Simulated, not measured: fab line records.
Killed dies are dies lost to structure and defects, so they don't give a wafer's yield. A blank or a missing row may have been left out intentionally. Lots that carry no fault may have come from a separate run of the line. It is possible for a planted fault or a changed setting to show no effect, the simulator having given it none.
Which tool is to blame?    flow gf180mcu    6 lots, 18 wafers sampled, at 2 steps of a route of 602

WHAT THE GAUGES READ, wafer by wafer
GF_CONTACT_THK_MEAS_01.
lot   measured      on             CONTACT_CVD_00_THK (nm)
L757  day 16 08:29  film_metro-04  297.2 297.9 295.8
L759  day 16 23:38  film_metro-04  295.6 295.8 292.6
L762  day 18 01:52  film_metro-04  299.0 297.9 301.6
L766  day 19 12:25  film_metro-01  303.9 301.5 306.4
L772  day 21 21:53  film_metro-02  305.5 303.5 300.4
L775  day 22 16:38  film_metro-02  302.6 296.8 302.1

TOOL THAT RAN EACH LOT (tool first, then ch and the chambers of the sampled wafers, then the start)
lot   GF_PSD_STRIP_10
L757  plasma_asher-01 ch 1, day 15 09:06
L759  plasma_asher-03 ch 0,1, day 15 23:30
L762  plasma_asher-01 ch 0,1, day 17 00:55
L766  plasma_asher-03 ch 0,1, day 18 10:19
L772  plasma_asher-03 ch 0,1, day 20 20:38
L775  plasma_asher-03 ch 0,1, day 21 15:32
- GF_PSD_STRIP_10: strips in O2/N2.

THE ANSWER, worked out from the rows above alone
Rule: usual is defined by the lots themselves. Put in order of their means at a reading, lots are off if they are a third of the lots or fewer, leave a main group of 4 or more, and stand apart from it by a gap of 3 or more times the standard deviation of the main group's means; of several such gaps the widest counts. The tables above print the reading to a certain number of digits; a main group whose means all agree to those digits is not used. Also off: a lot with no number at a reading for which 4 or more lots have one. The other lots that the step has rows for count as sound.
No lot is off at any reading shown: from this, nothing can be told.

WHAT THE SIMULATOR HAD INSERTED
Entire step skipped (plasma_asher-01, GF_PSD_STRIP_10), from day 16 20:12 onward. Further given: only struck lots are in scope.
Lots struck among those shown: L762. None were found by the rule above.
